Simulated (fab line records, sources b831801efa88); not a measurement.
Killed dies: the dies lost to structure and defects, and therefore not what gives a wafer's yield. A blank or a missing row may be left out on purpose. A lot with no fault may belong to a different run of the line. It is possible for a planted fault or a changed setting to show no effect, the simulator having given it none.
A struck lot beside a sound one    flow sky130    17 out of 708 route steps
Sound: these wafers, L808.2, L808.4, L808.6. Struck: wafer L816.2. (L816.3, L816.6 of the same lot were not struck and are left out.) The cause comes at the end.
At each step with rows: each side's tool, then ch and its chambers, then its first start. Under that, the readings that differ: sound wafers    struck wafers    difference of the means    sigmas: that difference in standard deviations of wafers without a fault.
alike: same words and numbers on both sides, and readings whose means sit less than 2 such deviations apart. not compared: any withheld reading, any reading some wafer has no value for, any bound like >300 that may hide the same value, and any number with overlapping values for which the record gives no deviation.
The two part at a step that has a row with sigmas, a row that says differs or no value, or rows on one side only. Non-overlapping numbers with no deviation appear without sigmas and do not part them. Lack of a reading on every wafer of one side parts them only where that side has two or more wafers.

first, 3 steps without rows for these wafers: SKY_VIA2_EXPOSE_09 (exposes mask VIM2, target cd 200 nm); SKY_VIA2_PEB_10; SKY_VIA2_DEVELOP_11 (develop time 60 s).
SKY_VIA2_CD_MEAS_12 targets a cd of 200 nm.
  sound: cd-sem-02 at day 39 04:17; struck: cd-sem-02 at day 41 05:53
  alike: cd-nm
SKY_VIA2_OVL_MEAS_13:
  sound: overlay-01 at day 39 04:23; struck: overlay-02 at day 41 05:59
  alike: VIA2_OVL
SKY_VIA2_ETCH_14: etches BARC in N2/H2, stops on SiO2, time 45.9 s, target depth 60 nm.
  sound on rie-diel-03 ch 0,1,2, day 39 04:25; struck on rie-diel-03 ch 1, day 41 06:01
  alike: drypump-motor-current-A, oes-product-au, throttle-valve-pct
  not compared: rf-hours-counter-h
SKY_VIA2_ETCH_15: etches SiO2 in C4F8/O2/Ar, stops on TiN, target depth 546 nm, time 84 s.
  sound on rie-diel-03 ch 0,1,2, day 39 04:28; struck on rie-diel-03 ch 1, day 41 06:04
  alike: oes-product-au
  not compared: rf-hours-counter-h
SKY_VIA2_STRIP_16: strips in O2/N2.
  sound on plasma-asher-04 ch 0,1, day 39 04:31; struck on plasma-asher-01 ch 0, day 41 06:07
  alike: drypump-motor-current-A, oes-product-au, strip-time-to-endpoint-s
  not compared: rf-hours-counter-h
then, 3 steps without rows for these wafers: SKY_VIA2_STRIP_17 (strips in post etch residue remover, time 1200 s); SKY_VIA2_CLEAN_18 (cleans in IPA, time 180 s); SKY_VIA2_CLEAN_19 (cleans in O3/DIW).
SKY_VIA2_SPUTTER_20: material TiN, target thk 20 nm, time 80 s.
  sound: pvd-sputter-02 at day 39 05:07; struck: pvd-sputter-02 at day 41 06:43
  alike: throttle-valve-pct
SKY_VIA2_CVD_21: deposits W, target thk 420 nm, time 126.4 s.
  sound on cvd-w-02 ch 0,1, day 39 05:11; struck on cvd-w-02 ch 1, day 41 06:46
reading                             sound                 struck  difference  sigmas
susceptor-temp-C (C)                399.95 400.24 399.98  411.72  +11.66      +53
model.W_of_VIA2_CVD_21.thk-nm (nm)  418.2 417.3 419.7     518.1   +99.7       
  alike: heater-power-w
SKY_VIA2_RS_MEAS_22: measurement is done with a four-point probe.
  sound: film-metro-04 at day 39 05:20; struck: film-metro-01 at day 41 06:55
reading             sound              struck  difference  sigmas
VIA2_W_RS (ohm/sq)  0.274 0.274 0.273  0.221   -0.053      -18
SKY_VIA2_THK_MEAS_23: measures by xrf.
  sound: film-metro-04 at day 39 05:26; struck: film-metro-01 at day 41 07:02
reading          sound        struck  difference  sigmas
VIA2_W_THK (nm)  407 404 408  512     +106        +16
SKY_VIA2_CMP_24: polishes, stops on SiO2, t overpolish 20 s, target thk 0 nm.
  sound on cmp-01 ch 0,2, day 39 05:33; struck on cmp-02 ch 3, day 41 07:05
reading                 sound       struck  difference  sigmas
time-to-endpoint-s (s)  98 101 100  137     +37         +7
  alike: motor-current-A, platen-rpm
SKY_METAL3_SPUTTER_00: material Ti, target thk 15 nm, time 10 s.
  sound: pvd-sputter-03 at day 39 05:51; struck: pvd-sputter-03 at day 41 07:23
reading                 sound           struck  difference  sigmas
throttle-valve-pct (%)  28.8 29.0 28.2  32.0    +3.3        +3

WHERE THEY PART
First at SKY_VIA2_CVD_21; last, within this record, at SKY_METAL3_SPUTTER_00.

WHY: what had been put in by the simulator
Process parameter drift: cvd-w-02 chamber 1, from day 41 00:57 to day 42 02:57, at SKY_VIA2_CVD_21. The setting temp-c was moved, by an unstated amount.
